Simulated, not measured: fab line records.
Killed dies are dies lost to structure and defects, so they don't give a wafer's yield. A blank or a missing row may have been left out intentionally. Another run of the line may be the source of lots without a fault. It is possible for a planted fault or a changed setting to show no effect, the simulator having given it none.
fab line records ; flow sky130
record lots=5; wafers=15; last-day=50
route steps=708 shown SONOS_ONO@173 PAD_OPEN@708
lots that met no fault: taken from a fault-free run of the same line
start-h: the number of hours between the record's first day and the start of the first shown wafer of the lot ; wait-h: time in hours since the lot's previous step ; " the same as in the row above ; L1.1+2: several wafers, shown together as one row ; - no value, or no start was given ; * or withheld: withheld ; < > ~ a bound
route shown NAME@n: names a module that has steps shown in the file, with the first one's number in the route ; usual: mean/standard deviation taken from wafers without a fault ; same: alike in all rows ; chamber/n: place in a boat ; sites: readings site by site ; _std_site: the values' standard deviation ; _edge_site: outer sites' mean less inner sites' ; radius-mm: for every site, how far away it sits from the centre of the wafer ; mask NAME#n: copy n ; behind: the most recent tool/chamber to have shaped the wafer ; hold: the reason the lot was held/the length of the hold in hours/how it ended ; device: whichever transistor did not switch (one of n, p or np) ; end of line: at the end of the route, the tests of the same wafers ; step lacking rows: just its recipe ; killed: at the first sort, the dies lost to defects and structure; wafer yield is something else ; map: a wafer's dies, marking killed ones x, the rest . and places with no die _
set.NAME: the setting as run; set.NAME@STEP: as run at that earlier step ; model.NAME: the simulator's own value behind a step, which no gauge read
certain route steps with their lots: each step a table, each wafer a row
services: when a tool's chamber went out of use (start-h, in hours from the record's first day, below 0 if earlier), for how many hours, and the reason
## steps
# step SKY_SONOS_ONO_THK_MEAS_05
# recipe reads=SiO2_of_SONOS_ONO_CVD_04
# usual SONOS_ONO_CVD_04_THK=5.79/0.12
lot.wafer;tool;chamber;start-h;wait-h;SONOS_ONO_CVD_04_THK[nm]
L397.1;film-metro-01;-;308.52;0.0;5.72
L397.2;film-metro-01;-;308.52;0.0;5.77
L397.5;film-metro-01;-;308.52;0.0;5.63
L399.2;film-metro-01;-;317.30;0.0;5.85
L399.4;film-metro-01;-;317.30;0.0;5.77
L399.5;film-metro-01;-;317.30;0.0;5.85
L402.1;film-metro-01;-;346.28;0.0;5.71
L402.5;film-metro-01;-;346.28;0.0;5.62
L402.6;film-metro-01;-;346.28;0.0;5.72
L408.1;film-metro-02;-;388.27;0.0;5.72
L408.3;film-metro-02;-;388.27;0.0;5.75
L408.4;film-metro-02;-;388.27;0.0;5.68
L409.3;film-metro-02;-;393.53;0.0;5.58
L409.5;film-metro-02;-;393.53;0.0;5.57
L409.6;film-metro-02;-;393.53;0.0;5.72
# step SKY_SONOS_ONO_DEHYDRATE_06
# recipe temp-c=200; time-s=60
# step SKY_SONOS_ONO_HMDS_07
# recipe prime-time-s=60; prime-temp-c=120
# step SKY_SONOS_ONO_COAT_08
# recipe resist=NOVOLAK; spin-rpm=3000; resist-thk-nm=1140
# step SKY_SONOS_ONO_SOFTBAKE_09
# recipe temp-c=90; time-s=60; resist=NOVOLAK
# step SKY_SONOS_ONO_EXPOSE_10
# recipe mask-id=ONOM; target-cd-nm=410; na=0.6; source-shape=conventional; sigma-outer=0.6; dose-mj=150
# step SKY_SONOS_ONO_PEB_11
# recipe temp-c=withheld; time-s=*; resist=NOVOLAK
# step SKY_SONOS_ONO_DEVELOP_12
# recipe develop-time-s=60; dev-temp-c=23
# step SKY_SONOS_ONO_CD_MEAS_13
# recipe target-cd-nm=410
# usual cd-nm=409.2/2.4
lot.wafer;tool;chamber;start-h;wait-h;cd-nm
L397.1;cd-sem-01;-;335.29;0.1;407.7
L397.2;cd-sem-01;-;335.29;0.1;410.0
L397.5;cd-sem-01;-;335.29;0.1;406.9
L399.2;cd-sem-01;-;343.68;0.1;413.7
L399.4;cd-sem-01;-;343.68;0.1;414.4
L399.5;cd-sem-01;-;343.68;0.1;413.9
L402.1;cd-sem-02;-;373.62;0.1;408.6
L402.5;cd-sem-02;-;373.62;0.1;408.2
L402.6;cd-sem-02;-;373.62;0.1;407.1
L408.1;cd-sem-01;-;418.01;0.1;409.3
L408.3;cd-sem-01;-;418.01;0.1;409.1
L408.4;cd-sem-01;-;418.01;0.1;410.6
L409.3;cd-sem-02;-;424.10;0.1;413.9
L409.5;cd-sem-02;-;424.10;0.1;410.6
L409.6;cd-sem-02;-;424.10;0.1;410.0
# step SKY_SONOS_ONO_OVL_MEAS_14
# usual SONOS_ONO_OVL=-0.4/1.3
lot.wafer;tool;chamber;start-h;wait-h;SONOS_ONO_OVL[nm]
L397.1;overlay-01;-;335.41;0.1;0.7
L397.2;overlay-01;-;335.41;0.1;0.6
L397.5;overlay-01;-;335.41;0.1;1.8
L399.2;overlay-02;-;343.79;0.1;-0.4
L399.4;overlay-02;-;343.79;0.1;0.3
L399.5;overlay-02;-;343.79;0.1;1.4
L402.1;overlay-01;-;373.74;0.1;0.9
L402.5;overlay-01;-;373.74;0.1;0.9
L402.6;overlay-01;-;373.74;0.1;1.5
L408.1;overlay-01;-;418.13;0.1;2.0
L408.3;overlay-01;-;418.13;0.1;-0.7
L408.4;overlay-01;-;418.13;0.1;2.2
L409.3;overlay-02;-;424.19;0.1;-1.0
L409.5;overlay-02;-;424.19;0.1;-0.2
L409.6;overlay-02;-;424.19;0.1;-1.5
# step SKY_SONOS_ONO_ETCH_15
# recipe target-depth-nm=19.52; chemistry=CHF3/O2; source-w=600; bias-w=200; pressure-mtorr=40; chf3-flow-sccm=50; O2_flow_sccm=5; time-s=7.8
# usual drypump-motor-current-A=5.6/0.53; oes-product-au=1.003/0.0079; throttle-valve-pct=8.825/0.0095
lot.wafer;tool;chamber;start-h;wait-h;drypump-motor-current-A;oes-product-au;rf-hours-counter-h;throttle-valve-pct
L397.1;rie-diel-04;1;335.45;0.0;5.1;0.998;94;8.823
L397.2;rie-diel-04;0;335.45;0.0;6.3;1.012;8;8.835
L397.5;rie-diel-04;3;335.45;0.0;4.8;1.010;-;8.832
L399.2;rie-diel-04;2;343.82;0.0;5.4;0.995;41;8.826
L399.4;rie-diel-04;3;343.82;0.0;4.8;1.014;85;8.828
L399.5;rie-diel-04;1;343.82;0.0;5.1;0.991;-;8.814
L402.1;rie-diel-04;2;373.77;0.0;5.4;1.002;42;8.824
L402.5;rie-diel-04;1;373.77;0.0;5.1;0.995;-;8.815
L402.6;rie-diel-04;2;373.77;0.0;5.5;0.992;-;8.822
L408.1;rie-diel-01;2;418.17;0.0;5.9;0.999;2;8.812
L408.3;rie-diel-01;1;418.17;0.0;6.5;1.000;98;8.833
L408.4;rie-diel-01;3;418.17;0.0;5.7;0.993;11;8.818
L409.3;rie-diel-03;3;424.22;0.0;5.8;0.999;16;8.823
L409.5;rie-diel-03;0;424.22;0.0;5.1;1.017;-;8.835
L409.6;rie-diel-03;1;424.22;0.0;6.1;1.012;-;8.824
# step SKY_SONOS_ONO_WET_ETCH_16
# recipe chemistry=dHF; target-depth-nm=14; dry=n2-spin; target=SiO2; dilution=100:1; temp-c=25; time-s=280
# step SKY_SONOS_ONO_STRIP_17
# recipe chemistry=O2/N2; power-w=1400; pressure-mtorr=1500; platen-temp-c=withheld; o2-flow-sccm=3000; n2-flow-sccm=300; overash-fraction=0.5
# usual drypump-motor-current-A=5.6/0.48; oes-product-au=0.710/0.0046; strip-time-to-endpoint-s=14.09/0.053
lot.wafer;tool;chamber;start-h;wait-h;drypump-motor-current-A;oes-product-au;rf-hours-counter-h;strip-time-to-endpoint-s;model.NOVOLAK_of_SONOS_ONO_COAT_08.thk-nm
L397.1;plasma-asher-04;1;335.56;0.0;5.6;0.712;62;14.13;0
L397.2;plasma-asher-04;0;335.56;0.0;5.4;0.706;62;14.14;0
L397.5;plasma-asher-04;0;335.56;0.0;5.4;0.707;-;14.16;0
L399.2;plasma-asher-01;1;343.93;0.0;5.3;0.716;54;14.19;0
L399.4;plasma-asher-01;1;343.93;0.0;5.3;0.708;-;14.15;0
L399.5;plasma-asher-01;0;343.93;0.0;6.6;0.713;-;14.17;0
L402.1;plasma-asher-01;1;373.88;0.0;5.3;0.906;57;-;569.6
L402.5;plasma-asher-01;0;373.88;0.0;6.5;0.894;-;-;568.2
L402.6;plasma-asher-01;1;373.88;0.0;5.3;0.911;-;-;568.2
L408.1;plasma-asher-04;0;418.27;0.0;5.4;0.712;70;14.12;0
L408.3;plasma-asher-04;0;418.27;0.0;5.4;0.717;-;14.15;0
L408.4;plasma-asher-04;1;418.27;0.0;5.6;0.710;-;14.19;0
L409.3;plasma-asher-01;0;424.36;0.0;6.6;0.712;-;14.14;0
L409.5;plasma-asher-01;0;424.36;0.0;6.6;0.710;-;14.12;0
L409.6;plasma-asher-01;1;424.36;0.0;5.3;0.699;-;14.13;0
# step SKY_SONOS_ONO_WET_ETCH_18
# recipe chemistry=H3PO4; target-depth-nm=15; target=Si3N4; temp-c=160; time-s=172
# step SKY_PAD_OPEN_PROBE_99
# usual killed_at_M0_to_M3=44/7.9; killed_at_M4_up=3.1/1.9; killed-at-contacts=24/4.6; killed-at-front-end=16/4.9; killed-at-other=0.3/0.6; killed-dies=87/9.7; killed-on-rim=17/3.7; killed-open=48/7.2; killed-short=39/5.6
# same gross-dies=492; killed-at-back-side=0
lot.wafer;tool;chamber;start-h;wait-h;killed_at_M0_to_M3;killed_at_M4_up;killed-at-contacts;killed-at-front-end;killed-at-other;killed-dies;killed-on-rim;killed-open;killed-short
L397.1;prober-02;-;1110.38;0.1;33;1;25;16;0;75;17;39;35
L397.2;prober-02;-;1110.43;0.1;46;2;25;17;0;90;18;49;41
L397.5;prober-02;-;1110.58;0.2;54;3;29;9;0;95;19;52;43
L399.2;prober-01;-;1116.68;0.1;39;1;23;10;0;73;14;38;35
L399.4;prober-01;-;1116.78;0.2;41;3;29;7;0;80;14;39;41
L399.5;prober-01;-;1116.83;0.2;55;1;27;13;0;96;19;62;34
L402.1;prober-01;-;1180.89;0.1;41;3;18;430;0;492;96;40;38
L402.5;prober-01;-;1181.09;0.2;47;1;34;408;2;492;96;53;46
L402.6;prober-01;-;1181.14;0.2;51;1;26;414;0;492;96;55;38
L408.1;prober-02;-;1190.73;0.1;40;3;22;13;0;78;10;40;38
L408.3;prober-02;-;1190.83;0.2;38;7;23;18;0;86;16;46;39
L408.4;prober-02;-;1190.88;0.2;44;4;28;13;1;90;18;56;33
# killed by level:class
L397.1 CONTACT:geometric-particle:open=9 FIELD_ISO:geometric-particle:short=6 LI_CONTACT:geometric-particle:open=6 METAL1:geometric-particle:short=6 VIA3:geometric-particle:open=6 POLY_GATE:geometric-particle:open=4 METAL2:geometric-particle:short=4 VIA1:geometric-particle:open=4
L397.2 VIA3:geometric-particle:open=11 CONTACT:geometric-particle:open=10 VIA1:geometric-particle:open=10 METAL2:geometric-particle:short=6 LI_CONTACT:geometric-particle:open=5 POLY_GATE:geometric-particle:short=4 LI_CONTACT:geometric-particle:short=4 VIA1:geometric-particle:short=4
L397.5 VIA1:geometric-particle:open=13 CONTACT:geometric-particle:open=12 LI_CONTACT:geometric-particle:open=7 METAL1:geometric-particle:short=7 METAL2:geometric-particle:short=6 VIA2:geometric-particle:open=6 POLY_GATE:geometric-particle:short=4 METAL1:geometric-particle:open=4
L399.2 CONTACT:geometric-particle:open=10 VIA1:geometric-particle:open=7 VIA3:geometric-particle:open=7 LOCAL_INTERCONNECT:geometric-particle:short=5 CONTACT:geometric-particle:short=5 VIA1:geometric-particle:short=4 VIA2:geometric-particle:open=4 FIELD_ISO:geometric-particle:short=3
L399.4 CONTACT:geometric-particle:open=10 VIA2:geometric-particle:open=8 LOCAL_INTERCONNECT:geometric-particle:short=7 VIA3:geometric-particle:open=7 LI_CONTACT:geometric-particle:open=6 METAL1:geometric-particle:short=5 METAL2:geometric-particle:short=5 CONTACT:geometric-particle:short=4
L399.5 CONTACT:geometric-particle:open=14 VIA2:geometric-particle:open=12 VIA1:geometric-particle:open=9 VIA3:geometric-particle:open=8 METAL1:geometric-particle:short=8 POLY_GATE:geometric-particle:open=5 LI_CONTACT:geometric-particle:open=5 CONTACT:geometric-particle:short=4
L402.1 GATE_OXIDE:area-oxidation=413 CONTACT:geometric-particle:open=9 FIELD_ISO:geometric-particle:short=8 VIA2:geometric-particle:open=7 VIA1:geometric-particle:open=7 METAL1:geometric-particle:short=5 METAL2:geometric-particle:short=5 POLY_GATE:geometric-particle:open=4
L402.5 GATE_OXIDE:area-oxidation=392 LI_CONTACT:geometric-particle:open=9 CONTACT:geometric-particle:open=8 VIA2:geometric-particle:open=8 CONTACT:geometric-particle:short=7 FIELD_ISO:geometric-particle:open=6 VIA3:geometric-particle:open=6 VIA1:geometric-particle:open=5
L402.6 GATE_OXIDE:area-oxidation=399 VIA1:geometric-particle:open=13 CONTACT:geometric-particle:open=11 VIA3:geometric-particle:open=10 METAL1:geometric-particle:short=8 LI_CONTACT:geometric-particle:open=7 POLY_GATE:geometric-particle:short=6 METAL2:geometric-particle:short=6
L408.1 VIA1:geometric-particle:open=9 POLY_GATE:geometric-particle:short=7 CONTACT:geometric-particle:open=7 LI_CONTACT:geometric-particle:open=6 VIA1:geometric-particle:short=6 VIA2:geometric-particle:open=6 CONTACT:geometric-particle:short=4 METAL1:geometric-particle:short=4
L408.3 VIA1:geometric-particle:open=12 VIA3:geometric-particle:open=7 POLY_GATE:geometric-particle:open=6 LI_CONTACT:geometric-particle:open=6 CONTACT:geometric-particle:short=6 METAL4:geometric-particle:short=4 POLY_GATE:geometric-particle:short=4 LOCAL_INTERCONNECT:geometric-particle:short=4
L408.4 CONTACT:geometric-particle:open=12 LI_CONTACT:geometric-particle:open=10 VIA1:geometric-particle:open=10 METAL1:geometric-particle:short=6 VIA3:geometric-particle:open=5 POLY_GATE:geometric-particle:open=4 METAL2:geometric-particle:short=4 METAL1:geometric-particle:open=4
# map L402.1 (x killed, . not)
__________xxxxxxxxxx_________
________xxxxxxxxxxxxxx_______
______xxxxxxxxxxxxxxxxxx_____
_____xxxxxxxxxxxxxxxxxxxx____
____xxxxxxxxxxxxxxxxxxxxxx___
___xxxxxxxxxxxxxxxxxxxxxxxx__
__xxxxxxxxxxxxxxxxxxxxxxxxxx_
_xxxxxxxxxxxxxxxxxxxxxxxxxxxx
_xxxxxxxxxxxxxxxxxxxxxxxxxxxx
_xxxxxxxxxxxxxxxxxxxxxxxxxxxx
_xxxxxxxxxxxxxxxxxxxxxxxxxxxx
_xxxxxxxxxxxxxxxxxxxxxxxxxxxx
_xxxxxxxxxxxxxxxxxxxxxxxxxxxx
_xxxxxxxxxxxxxxxxxxxxxxxxxxxx
_xxxxxxxxxxxxxxxxxxxxxxxxxxxx
__xxxxxxxxxxxxxxxxxxxxxxxxxx_
___xxxxxxxxxxxxxxxxxxxxxxxx__
____xxxxxxxxxxxxxxxxxxxxxx___
_____xxxxxxxxxxxxxxxxxxxx____
______xxxxxxxxxxxxxxxxxx_____
________xxxxxxxxxxxxxx_______
__________xxxxxxxxxx_________
# map L399.5 (x killed, . not)
__________...x.....x_________
________....xx....x..x_______
______.xx........x......_____
_____x................xxx____
____x..x......x.....x.....___
___..xxxx.xx...............__
__....x......x....x......xx._
_.....x...x.xx...xx.....x....
_................x......x..x.
_...xx..........x..x...x.....
_..x.x..xx..x....x...........
_.x.x........x.x..x.x.x..x.x.
_.......xx.....x............x
_xx.x..x..............x......
_...........xx.x.x..x........
__.xx.......x......x.......x_
___......x......x..........__
____......x.........x..x..___
_____xxxx...xx...........____
______.xx........x......_____
________....x.x.xx...x_______
__________.........._________
## services
tool;chamber;start-h;hours;kind
plasma-asher-04;-;378.52;4.3;pm
plasma-asher-04;-;413.80;0.9;repair
plasma-asher-04;-;421.25;9.0;pm
plasma-asher-04;0;421.25;9.0;vent-cycle
plasma-asher-04;1;421.25;9.0;vent-cycle
## key
first-sign step=SKY_SONOS_ONO_STRIP_17; reading=oes-product-au; direction=up; sigmas=42; usual=0.710; struck=0.904
effect step=SKY_PAD_OPEN_PROBE_99; reading=killed-at-front-end; direction=up; sigmas=82; usual=16; struck=417
model-effect step=SKY_SONOS_ONO_STRIP_17; value=NOVOLAK_of_SONOS_ONO_COAT_08.thk-nm; without=0; struck=568.7
more-kills-born-at SKY_GATE_OXIDE_OXIDATION_01@furnace-01=1204
met-at SKY_SONOS_ONO_STRIP_17
struck-wafers L402.1,L402.5,L402.6
later-rows-left-out L402.1,L402.5,L402.6
tester-left-out L402
onset-between 343.93 373.88
fault kind=strip-aborted; tool=plasma-asher-01; chamber=-; onset-h=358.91; steps=SKY_SONOS_ONO_STRIP_17; offset=0.74813; end-h=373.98
# tester-left-out: of these lots the tester's yield and bins aren't shown, on N5 and GAA mostly nor the transistor test; their killed dies are dies lost to structure and defects alone, not to doping, threshold or leakage, so they don't give the yield
# later-rows-left-out: the simulator's readings of these wafers behind a module that went badly wrong aren't trusted and aren't shown, but for the sort
